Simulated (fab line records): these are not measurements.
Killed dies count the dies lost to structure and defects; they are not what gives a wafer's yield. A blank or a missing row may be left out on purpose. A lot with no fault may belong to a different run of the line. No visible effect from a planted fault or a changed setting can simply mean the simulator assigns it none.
fab line records    flow sky130
record: lots: 7  wafers: 21  last_day: 49
route steps=708 shown POLY_CUT@313 SD_P@320
lots that met no fault: taken from a fault-free run of the same line
start_h: start of the lot's first displayed wafer, in hours after the record's first day    wait_h: hours elapsed since this lot's preceding step    " unchanged from the row above    L1.1+2: a single row standing in for several wafers    - no value, or no start was given    * or withheld: withheld    < > ~ a bound
route shown NAME@n: NAME is a module with steps in the file, n the number in the route of the first one    usual: average and standard deviation across the fault-free wafers    same: alike in all rows    chamber/n: place in a boat    sites: readings site by site    _std_site: standard deviation across them    _edge_site: the outer-site mean with the inner-site mean subtracted    radius_mm: for every site, how far away it sits from the centre of the wafer    mask NAME#n: copy n    behind: the last tool/chamber to shape the wafer    hold: the reason the lot was held/the length of the hold in hours/how it ended    device: names the non-switching transistor (n, p or np)    end of line: the route-end tests of the same wafers    a step with no rows: only its recipe    killed: not the wafer's yield, but the dies lost to structure and defects at the first sort    map: per-die view of a wafer (x killed, . not killed, _ where there is no die)
set.NAME: the setting that was run; set.NAME@STEP: the one run at that earlier step    model.NAME: the simulator's own value behind a step, which no gauge read
lots seen at some steps along the route; tables by step, rows by wafer
services: the hour from which a tool's chamber was out of use, counted from the record's first day as start_h (under 0 if before that day), plus the number of hours and why
== steps ==
step: SKY_POLY_CUT_PEB_06
recipe: peb_temp_c: withheld  peb_time_s: withheld  resist: KrF-thick
step: SKY_POLY_CUT_DEVELOP_07
recipe: develop_time_s: 60  resist: KrF-thick  dev_temp_c: 21
step: SKY_POLY_CUT_CD_MEAS_08
recipe: target_cd_nm: 270
usual: cd_nm: 270.2/1.3
lot.wafer  tool       chamber  start_h  wait_h  cd_nm
L476.1     cd_sem-01  -        565.03   -       271.6
L476.4     "          -        "        "       273.1
L476.5     "          -        "        "       271.5
L479.2     cd_sem-01  -        597.89   -       270.9
L479.5     "          -        "        "       269.5
L479.6     "          -        "        "       270.6
L484.1     cd_sem-01  -        642.53   -       268.6
L484.3     "          -        "        "       268.8
L484.6     "          -        "        "       269.8
L485.1     cd_sem-02  -        649.22   -       273.3
L485.2     "          -        "        "       273.7
L485.3     "          -        "        "       273.3
L486.2     cd_sem-02  -        658.04   -       269.4
L486.5     "          -        "        "       270.1
L486.6     "          -        "        "       270.0
L493.1     cd_sem-02  -        700.67   -       269.7
L493.2     "          -        "        "       269.6
L493.3     "          -        "        "       269.9
L494.2     cd_sem-02  -        714.40   -       270.9
L494.3     "          -        "        "       269.5
L494.6     "          -        "        "       271.0
step: SKY_POLY_CUT_OVL_MEAS_09
usual: POLY_CUT_OVL: -2/5.2
lot.wafer  tool        chamber  start_h  wait_h  POLY_CUT_OVL[nm]
L476.1     overlay-02  -        565.15   0.1     -3
L476.4     "           -        "        "       -3
L476.5     "           -        "        "       -7
L479.2     overlay-02  -        597.99   0.1     0
L479.5     "           -        "        "       -1
L479.6     "           -        "        "       6
L484.1     overlay-01  -        642.65   0.1     0
L484.3     "           -        "        "       -8
L484.6     "           -        "        "       7
L485.1     overlay-01  -        649.34   0.1     -2
L485.2     "           -        "        "       -5
L485.3     "           -        "        "       -1
L486.2     overlay-01  -        658.15   0.1     0
L486.5     "           -        "        "       -2
L486.6     "           -        "        "       -5
L493.1     overlay-02  -        700.79   0.1     4
L493.2     "           -        "        "       -2
L493.3     "           -        "        "       -1
L494.2     overlay-02  -        714.50   0.1     -8
L494.3     "           -        "        "       -3
L494.6     "           -        "        "       -10
step: SKY_POLY_CUT_ETCH_10
recipe: chemistry: N2/H2  target: BARC  ion_energy_ev: 200  source_w: 500  bias_w: 100  pressure_mtorr: 30  n2_flow_sccm: 100  h2_flow_sccm: 200  stop_on: SiO2  time_s: 45.9  target_depth_a: 600
usual: drypump_motor_current_A: 5.6/0.45  oes_product_au: 0.854/0.005  throttle_valve_pct: 13.225/0.0092
lot.wafer  tool         chamber  start_h  wait_h  drypump_motor_current_A  oes_product_au  rf_hours_counter_h  throttle_valve_pct
L476.1     rie_diel-01  1        565.18   0.0     5.3                      0.857           5                   13.232
L476.4     "            2        "        "       6.8                      0.849           -                   13.222
L476.5     "            3        "        "       5.6                      0.852           -                   13.223
L479.2     rie_diel-04  0        598.02   0.0     5.1                      0.850           59                  13.239
L479.5     "            3        "        "       5.3                      0.858           -                   13.211
L479.6     "            2        "        "       5.2                      0.852           -                   13.241
L484.1     rie_diel-03  3        642.68   0.0     5.5                      0.855           13                  13.223
L484.3     "            1        "        "       5.5                      0.849           3                   13.229
L484.6     "            1        "        "       5.5                      0.848           -                   13.207
L485.1     rie_diel-03  3        649.37   0.0     5.5                      0.853           13                  13.223
L485.2     "            1        "        "       5.5                      0.849           4                   13.236
L485.3     "            0        "        "       5.9                      0.860           15                  13.229
L486.2     rie_diel-04  3        658.18   0.0     5.3                      0.864           48                  13.206
L486.5     "            3        "        "       5.3                      0.858           -                   13.239
L486.6     "            0        "        "       5.1                      0.857           -                   13.235
L493.1     rie_diel-01  0        700.83   0.0     5.4                      0.858           3                   13.238
L493.2     "            3        "        "       5.5                      0.859           2                   13.232
L493.3     "            1        "        "       5.3                      0.859           7                   13.259
L494.2     rie_diel-03  1        714.53   0.0     5.5                      0.852           5                   13.214
L494.3     "            0        "        "       5.9                      0.858           17                  13.223
L494.6     "            1        "        "       5.5                      0.851           -                   13.227
step: SKY_POLY_CUT_ETCH_11
recipe: target: Si3N4  chemistry: CF4/CH2F2/Ar  stop_on: poly-Si  source_w: 600  bias_w: 150  pressure_mtorr: 40  cf4_flow_sccm: 40  ch2f2_flow_sccm: 20  Ar_flow_sccm: 150  time_s: 42.5  target_depth_a: 600
usual: cf4_flow_sccm: 40.00/0.11  drypump_motor_current_A: 5.6/0.45  oes_product_au: 0.829/0.0072  throttle_valve_pct: 14.993/0.0094
lot.wafer  tool         chamber  start_h  wait_h  cf4_flow_sccm  drypump_motor_current_A  oes_product_au  rf_hours_counter_h  throttle_valve_pct
L476.1     rie_diel-01  1        565.23   0.0     39.90          5.3                      0.836           5                   15.002
L476.4     "            2        "        "       39.97          6.8                      0.831           -                   14.980
L476.5     "            3        "        "       40.03          5.5                      0.827           -                   14.980
L479.2     rie_diel-04  0        598.07   0.0     40.15          5.1                      0.832           59                  15.009
L479.5     "            3        "        "       40.32          5.3                      0.830           -                   14.982
L479.6     "            2        "        "       39.94          5.2                      0.827           -                   14.980
L484.1     rie_diel-03  3        642.73   0.0     40.11          5.5                      0.820           13                  14.998
L484.3     "            1        "        "       39.84          5.5                      0.812           3                   14.988
L484.6     "            1        "        "       39.80          5.5                      0.835           -                   15.000
L485.1     rie_diel-03  3        649.42   0.0     39.96          5.5                      0.827           14                  14.981
L485.2     "            1        "        "       39.94          5.5                      0.822           4                   14.989
L485.3     "            0        "        "       40.03          5.9                      0.825           15                  15.000
L486.2     rie_diel-04  3        658.22   0.0     39.83          5.3                      0.832           48                  15.003
L486.5     "            3        "        "       40.00          5.3                      0.830           -                   14.984
L486.6     "            0        "        "       39.84          5.1                      0.824           -                   14.996
L493.1     rie_diel-01  0        700.87   0.0     39.93          5.5                      0.828           3                   14.999
L493.2     "            3        "        "       39.83          5.5                      0.831           2                   15.007
L493.3     "            1        "        "       40.24          5.3                      0.844           7                   14.980
L494.2     rie_diel-03  1        714.58   0.0     40.01          5.5                      0.822           5                   14.986
L494.3     "            0        "        "       39.90          5.9                      0.832           17                  14.984
L494.6     "            1        "        "       39.81          5.5                      0.830           -                   14.985
step: SKY_POLY_CUT_STRIP_12
recipe: chemistry: O2/N2  power_w: 1400  pressure_mtorr: 1500  platen_temp_c: withheld  o2_flow_sccm: 3000  n2_flow_sccm: 300  overash_fraction: 0.5
usual: drypump_motor_current_A: 5.85/0.097  oes_product_au: 0.452/0.0049  strip_time_to_endpoint_s: 5.357/0.021
same: overash_fraction: 0.5
lot.wafer  tool             chamber  start_h  wait_h  drypump_motor_current_A  oes_product_au  rf_hours_counter_h  strip_time_to_endpoint_s
L476.1     plasma_asher-02  1        565.27   0.0     5.78                     0.458           47                  5.359
L476.4     "                0        "        "       5.74                     0.448           -                   5.323
L476.5     "                0        "        "       5.73                     0.452           -                   5.334
L479.2     plasma_asher-04  0        598.11   0.0     5.78                     0.443           18                  5.380
L479.5     "                1        "        "       6.00                     0.460           -                   5.368
L479.6     "                0        "        "       5.81                     0.453           -                   5.362
L484.1     plasma_asher-04  1        642.77   0.0     6.01                     0.450           22                  5.399
L484.3     "                1        "        "       6.01                     0.450           -                   5.391
L484.6     "                0        "        "       5.81                     0.453           -                   5.355
L485.1     plasma_asher-01  0        649.46   0.0     5.83                     0.452           91                  5.336
L485.2     "                1        "        "       5.91                     0.451           91                  5.345
L485.3     "                1        "        "       5.93                     0.458           -                   5.351
L486.2     plasma_asher-01  1        658.26   0.0     5.93                     0.444           92                  5.355
L486.5     "                1        "        "       5.94                     0.451           -                   5.347
L486.6     "                0        "        "       5.86                     0.454           -                   5.333
L493.1     plasma_asher-04  1        700.91   0.0     6.00                     0.453           28                  5.374
L493.2     "                0        "        "       5.82                     0.455           28                  5.366
L493.3     "                0        "        "       5.78                     0.457           -                   5.395
L494.2     plasma_asher-01  0        714.62   0.0     5.85                     0.455           97                  5.360
L494.3     "                1        "        "       5.93                     0.458           -                   5.377
L494.6     "                0        "        "       5.85                     0.452           -                   5.377
step: SKY_SD_P_DEHYDRATE_00
recipe: temp_c: 200  time_s: 60
step: SKY_SD_P_HMDS_01
recipe: prime_time_s: 60  prime_temp_c: 120
step: SKY_SD_P_COAT_02
recipe: resist: NOVOLAK  spin_rpm: 3000  resist_thk_nm: 1140
step: SKY_SD_P_SOFTBAKE_03
recipe: temp_c: 90  time_s: 60  resist: NOVOLAK
step: SKY_SD_P_EXPOSE_04
recipe: mask_id: PSDM  na: 0.6  source_shape: conventional  sigma_outer: 0.6  polarization: unpolarized  target_cd_nm: 380  dose_mj: 138
step: SKY_SD_P_PEB_05
recipe: temp_c: withheld  time_s: *  resist: NOVOLAK
usual: chill_plate_temp_C: *  exhaust_pa: 44.9/0.89
lot.wafer  tool            chamber  start_h  wait_h  chill_plate_temp_C  exhaust_pa
L476.1     litho_track-03  0        594.32   -       *                   45.2
L476.4     "               0        "        "       *                   45.9
L476.5     "               0        "        "       *                   44.5
L479.2     litho_track-01  0        625.79   -       *                   44.4
L479.5     "               0        "        "       *                   44.2
L479.6     "               0        "        "       *                   44.3
L484.1     litho_track-03  -        670.07   -       -                   -
L484.3     "               -        "        "       -                   -
L484.6     "               -        "        "       -                   -
L485.1     litho_track-02  -        677.53   -       -                   -
L485.2     "               -        "        "       -                   -
L485.3     "               -        "        "       -                   -
L486.2     litho_track-03  -        686.35   -       -                   -
L486.5     "               -        "        "       -                   -
L486.6     "               -        "        "       -                   -
L493.1     litho_track-01  0        728.17   -       *                   45.1
L493.2     "               0        "        "       *                   45.2
L493.3     "               0        "        "       *                   46.1
L494.2     litho_track-01  0        742.09   -       *                   45.6
L494.3     "               0        "        "       *                   44.3
L494.6     "               0        "        "       *                   45.4
step: SKY_SD_P_DEVELOP_06
recipe: resist: NOVOLAK  developer: TMAH  develop_time_s: 60  dev_temp_c: 23
== services ==
tool             chamber  start_h  hours  kind
rie_diel-03      1        556.74   2.3    repair
rie_diel-01      0        561.38   -      clean
rie_diel-01      0        561.38   21.1   scheduled_down
rie_diel-01      0        561.38   21.1   vent_cycle
rie_diel-03      -        562.86   15.6   pm
plasma_asher-02  -        567.58   1.8    repair
rie_diel-01      3        591.82   -      clean
rie_diel-01      3        591.82   14.6   scheduled_down
rie_diel-01      3        591.82   14.6   vent_cycle
plasma_asher-01  -        597.15   1.4    repair
rie_diel-01      0        631.34   4.0    repair
rie_diel-01      1        639.10   12.6   repair
rie_diel-04      0        677.16   -      clean
rie_diel-04      0        677.16   20.3   scheduled_down
rie_diel-04      0        677.16   20.3   vent_cycle
plasma_asher-01  -        733.75   9.0    pm
plasma_asher-01  0        733.75   9.0    vent_cycle
plasma_asher-01  1        733.75   9.0    vent_cycle
rie_diel-04      3        740.84   -      clean
rie_diel-04      3        740.84   23.5   scheduled_down
rie_diel-04      3        740.84   23.5   vent_cycle
== key ==
first_sign: step: SKY_SD_P_PEB_05  reading: tool_record  direction: missing
effect none on later readings
met_at SKY_SD_P_PEB_05
struck_wafers L484.1,L484.3,L484.6,L485.1,L485.2,L485.3,L486.2,L486.5,L486.6
sort_left_out L484.1,L484.3,L484.6,L485.1,L485.2,L485.3,L486.2,L486.5,L486.6
tester_left_out L484,L485,L486
onset_between 594.32 670.07
fault: kind: skipped_step_whole  tool: litho_track-02,litho_track-03  chamber: -  onset_h: 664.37  steps: SKY_SD_P_PEB_05  scope: struck_lots_only
tester_left_out: of these lots the tester's yield and bins aren't shown, on N5 and GAA mostly nor the transistor test; their killed dies are dies lost to structure and defects alone, not to doping, threshold or leakage, so they don't give the yield
sort_left_out: the simulated sort isn't trusted on such a fault, so these wafers' sort isn't shown, and their yield isn't known
